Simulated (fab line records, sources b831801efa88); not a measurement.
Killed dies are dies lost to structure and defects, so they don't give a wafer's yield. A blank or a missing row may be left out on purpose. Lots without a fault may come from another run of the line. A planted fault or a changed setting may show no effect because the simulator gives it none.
Chamber matching | flow gf180mcu | GF_CONTACT_CMP_27 on cmp-01: 4 sister chambers
The step polishes, stops on SiO2, t overpolish 15 s, target thk 0 nm. 8 wafers are shown with their chamber, then 10 later ones without.

WAFERS WITH THEIR CHAMBER
wafer  | chamber | motor_current_A (A) | overpolish_run_s (s)
L277.6 | 2       | 9.4                 | 15.006
L278.4 | 0       | 10.8                | 14.988
L278.6 | 0       | 11.3                | 14.990
L280.3 | 1       | 11.4                | 15.000
L280.4 | 2       | 9.5                 | 14.999
L280.6 | 3       | 11.0                | 15.009
L284.3 | 3       | 10.7                | 14.999
L284.4 | 1       | 11.0                | 15.013

WAFERS WITHOUT THEIR CHAMBER
wafer  | motor_current_A (A) | overpolish_run_s (s)
L284.5 | 11.3                | 14.994
L287.2 | 10.9                | 14.999
L287.3 | 10.0                | 14.988
L287.5 | 10.9                | 14.998
L292.1 | 11.5                | 15.009
L292.2 | 10.6                | 14.992
L292.4 | 10.1                | 15.017
L294.1 | 10.9                | 14.999
L294.2 | 11.2                | 15.008
L294.6 | 9.9                 | 15.018

WHICH CHAMBER EACH WENT THROUGH
wafer  | from the rows above          | in truth
L284.5 | can't be placed: 0 or 1 or 3 | 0
L287.2 | can't be placed: 3 or 1 or 0 | 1
L287.3 | can't be placed: 2 or 0 or 3 | 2
L287.5 | can't be placed: 3 or 0 or 1 | 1
L292.1 | can't be placed: 1 or 3      | 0
L292.2 | can't be placed: 0 or 3 or 1 | 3
L292.4 | can't be placed: 2 or 3 or 1 | 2
L294.1 | can't be placed: 3 or 1 or 0 | 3
L294.2 | can't be placed: 1 or 3      | 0
L294.6 | can't be placed: 2 or 3      | 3
Placed correctly: 0 of 10. Can't be placed from these rows: 10 (the true chamber is among the candidates in 8). Placed wrongly: 0.
How it was worked out, from the rows above alone: a wafer's distance from a chamber is the root of the sum, over the readings, of the square of ((its reading less the chamber's mean) divided by the reading's scatter). The wafer belongs to the nearest chamber; if the next one is less than 2 further off, it can't be placed. A chamber's mean is the mean of its shown wafers. The scatter: the root of (the sum of the squares of (reading less its chamber's mean) over the shown wafers, divided by (wafers less chambers)).
